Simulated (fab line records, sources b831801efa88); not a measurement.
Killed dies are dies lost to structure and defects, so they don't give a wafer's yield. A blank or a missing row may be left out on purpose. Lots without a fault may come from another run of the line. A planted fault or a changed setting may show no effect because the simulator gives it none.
Which tool did it? | flow gf180mcu | 6 lots, 18 wafers sampled, at 3 steps of a route of 602

WHAT THE GAUGES READ, wafer by wafer
GF_TOP_METAL_THK_MEAS_06: measures by xrf.
lot  | measured     | on            | TOP_METAL_ALCU_THK (nm)
L106 | day 28 00:44 | film_metro-04 | 941 927 941
L110 | day 29 14:47 | film_metro-03 | 916 908 908
L111 | day 29 22:52 | film_metro-03 | 900 903 916
L117 | day 31 11:44 | film_metro-04 | 927 925 919
L122 | day 32 22:29 | film_metro-03 | 898 897 898
L124 | day 33 03:15 | film_metro-02 | 890 899 889

WHICH TOOL RAN EACH LOT (tool, then ch and the chambers of the sampled wafers, then the start)
lot  | GF_V5_ETCH_17                      | GF_V5_CVD_23
L106 | rie_diel-02 ch 1,2,3, day 27 23:00 | cvd_w-01 ch 0,1, day 27 23:47
L110 | rie_diel-04 ch 0,2,3, day 29 13:00 | cvd_w-01 ch 0,1, day 29 13:52
L111 | rie_diel-04 ch 1,2,3, day 29 21:00 | cvd_w-02 ch 0,1, day 29 21:55
L117 | rie_diel-04 ch 2,3, day 31 10:00   | cvd_w-01 ch 0,1, day 31 10:48
L122 | rie_diel-01 ch 1,2,3, day 32 20:00 | cvd_w-02 ch 0,1, day 32 21:34
L124 | rie_diel-02 ch 0,1,3, day 33 01:00 | cvd_w-02 ch 0,1, day 33 02:19
- GF_V5_ETCH_17: etches SiO2 in C4F8/O2/Ar, stops on TiN, target depth 855 nm.
- GF_V5_CVD_23: deposits W, target thk 350 nm, time 104.9 s.

THE ANSWER, worked out from the rows above alone
Rule: what is usual is taken from the lots themselves. Put in order of their means at a reading, lots are off if they are a third of the lots or fewer, leave a main group of 4 or more, and stand apart from it by a gap of 3 or more times the standard deviation of the main group's means; of several such gaps the widest counts. A main group whose means are all the same, to the digits that the tables above print for the reading, isn't used. A lot without any number at a reading at which 4 lots or more have one is off too. The other lots that the step has rows for count as sound.
No lot is off at any reading shown: from this, nothing can be told.

WHAT THE SIMULATOR HAD PUT IN
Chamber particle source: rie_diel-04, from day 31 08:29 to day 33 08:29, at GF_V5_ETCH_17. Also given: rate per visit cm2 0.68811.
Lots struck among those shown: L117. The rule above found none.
